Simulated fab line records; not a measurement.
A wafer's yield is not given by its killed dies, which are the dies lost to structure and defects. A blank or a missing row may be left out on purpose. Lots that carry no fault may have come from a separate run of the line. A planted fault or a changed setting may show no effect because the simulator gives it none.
Which tool did it? | flow gf180mcu | 6 lots, 18 wafers sampled, at 2 steps of a route of 602

## WHAT THE GAUGES SHOWED, per wafer
GF_NSD_OVL_MEAS_08.
lot  | measured     | on         | NSD_OVL (nm)
L692 | day 13 17:46 | overlay-02 | -0.4 0.3 -0.1
L694 | day 14 08:56 | overlay-02 | 1.5 1.3 1.1
L696 | day 15 00:41 | overlay-02 | 0.9 -0.2 1.7
L703 | day 17 08:37 | overlay-02 | 141.5 141.1 141.7
L708 | day 19 20:41 | overlay-01 | 1.4 1.1 -0.1
L713 | day 21 09:41 | overlay-02 | 3.5 2.0 0.7

## WHAT TOOL EACH LOT RAN ON (gives the tool, then ch and the chambers of the sampled wafers, and finally the start)
lot  | GF_NSD_EXPOSE_04
L692 | iline stepper-02 ch 0, day 13 07:11
L694 | iline stepper-02 ch 0, day 13 22:41
L696 | iline stepper-01 ch 0, day 14 14:22
L703 | iline stepper-01 ch 0, day 16 21:19
L708 | iline stepper-02 ch 0, day 19 08:12
L713 | iline stepper-02 ch 0, day 20 21:55
- GF_NSD_EXPOSE_04: exposes mask Nplus, target cd 400 nm.

## THE ANSWER, worked out from the rows above alone
Rule: the usual values come from the lots themselves. The widest of any qualifying gaps counts: lots, ordered by their means at a reading, are off when they make up no more than a third of the lots, leave a main group of 4 or more, and stand apart from it by 3 or more times the standard deviation of that group's means. The tables above print the reading to a certain number of digits; a main group whose means all agree to those digits is not used. A lot without any number at a reading at which 4 lots or more have one is off too. Any other lot the step has rows for is counted as sound.
Off: L703, at GF_NSD_OVL_MEAS_08 (NSD_OVL). The main group has a mean of 1.0 nm with a standard deviation of 0.7.
If a tool, at a process step before that reading, ran all the lots that are off and no sound lot after the first of them, it fits. Gauges at GF_NSD_OVL_MEAS_08: tried the same way as those tools. One fits: iline stepper-01 at GF_NSD_EXPOSE_04. A fault onset in the window from L696 (day 14 14:22, its last sound lot) to L703 (day 16 21:19, its first lot off) fits.

## WHAT THE SIMULATOR PUT IN
Scanner matching overlay: iline stepper-01, from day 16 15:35 on, at GF_NSD_EXPOSE_04. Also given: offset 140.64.
Shown lots that were struck: L703. The rule above found the same.
